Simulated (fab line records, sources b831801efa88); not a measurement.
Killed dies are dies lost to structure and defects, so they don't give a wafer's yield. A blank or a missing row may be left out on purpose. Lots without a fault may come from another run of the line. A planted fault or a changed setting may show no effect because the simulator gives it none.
One fault seen from 2 desks | flow gf180mcu | each desk has only its own numbers; what lay behind them comes last

THE METROLOGY DESK
What the gauges read, lot by lot, whatever tool the lot ran on: means of the sampled wafers that have a number. A lot is out of limits, marked OUT, if its mean lies more than 4 standard deviations from the usual mean; the brackets give that distance.
Columns: A = STI_OXIDATION_02_THK at GF_STI_THK_MEAS_30, usual 9.99 nm; B = POLY_GATE_OXIDATION_THK at GF_POLY_GATE_THK_MEAS_17, usual 4.00 nm; C = HV_LDD_OVL at GF_HV_LDD_OVL_MEAS_08, usual -0.7 nm
lot  | first seen here | A     | B    | C
L689 | day 2 05:50     | 9.84  | 4.13 | -0.3
L691 | day 2 17:26     | 10.30 | 3.97 | -0.6
L693 | day 3 03:22     | 9.88  | 3.98 | -0.1
L694 | day 3 07:52     | 10.04 | 4.06 | -0.6
L695 | day 3 16:52     | 9.86  | 4.15 | -1.7
L696 | day 3 17:10     | 9.88  | 4.13 | -1.7
L697 | day 4 00:56     | 10.18 | 4.12 | -0.1
L698 | day 4 05:34     | 9.99  | 3.97 | -1.0
L699 | day 4 10:02     | 10.16 | 4.02 | -1.7
L700 | day 4 15:32     | 9.94  | 4.05 | -0.9
L707 | day 6 03:03     | 10.14 | 3.98 | -0.3
L708 | day 6 08:31     | 9.55  | 3.89 | 1.8
L711 | day 6 23:13     | 9.81  | 3.98 | -2.4
L712 | day 7 05:07     | 10.20 | 3.99 | 0.6
This desk's finding: nothing out of limits on any of the 14 lots.

THE TOOL OWNER'S DESK: rie_si-01
The tool's own readings at GF_STI_ETCH_14 (etches Si in HBr/Cl2/O2, target depth 360 nm, time 102.9 s): means of the sampled wafers that have a number, for each lot that ran on this tool. A lot is out of limits, marked OUT, if its mean lies more than 4 standard deviations from the usual mean; the brackets give that distance.
Columns: A = drypump_motor_current_A at GF_STI_ETCH_14, usual 5.5 A; B = oes_product_au at GF_STI_ETCH_14, usual 0.998 a.u.; C = rf_fwd_power_W at GF_STI_ETCH_14, usual 596.5 W; D = run_length_s at GF_STI_ETCH_14, usual 131.4 s; E = throttle_valve_pct at GF_STI_ETCH_14, usual 25.659 %
lot  | first seen here | A   | B     | C     | D                | E
L691 | day 2 11:07     | 5.7 | 1.005 | 594.4 | 131.4            | 25.653
L693 | day 2 21:19     | 5.7 | 0.986 | 594.9 | 131.5            | 25.671
L695 | day 3 11:40     | 5.6 | 0.995 | 596.2 | 131.0            | 25.660
L698 | day 4 00:43     | 5.4 | 0.996 | 598.2 | 131.1            | 25.662
L699 | day 4 05:49     | 5.6 | 0.989 | 596.4 | 131.5            | 25.671
L700 | day 4 10:52     | 5.6 | 0.983 | 594.5 | 131.4            | 25.665
L707 | day 5 22:10     | 5.8 | 0.998 | 592.6 | 129.1 (-5.6) OUT | 25.652
L708 | day 6 03:27     | 5.4 | 0.986 | 597.7 | 129.7 (-4.0) OUT | 25.662
This desk's finding: out of limits on L707, L708; first on L707, day 5 22:10 (run_length_s at GF_STI_ETCH_14). In limits: L691, L693, L695, L698, L699, L700.

PUT TOGETHER
The tool owner's desk could have raised an alarm at day 5 22:10, on L707, L708.
The metrology desk saw nothing out of limits.
The metrology desk has L707, L708 on record, within its limits.
Of the lots named, all ran GF_STI_ETCH_14 on rie_si-01.

WHAT THE SIMULATOR HAD PUT IN
Process parameter drift: rie_si-01, from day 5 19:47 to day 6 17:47, at GF_STI_ETCH_14. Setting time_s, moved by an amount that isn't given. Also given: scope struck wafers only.
Lots struck among those shown: L707, L708.
Hours from the fault's start to each desk's first reading out of limits: the tool owner's desk, 2.
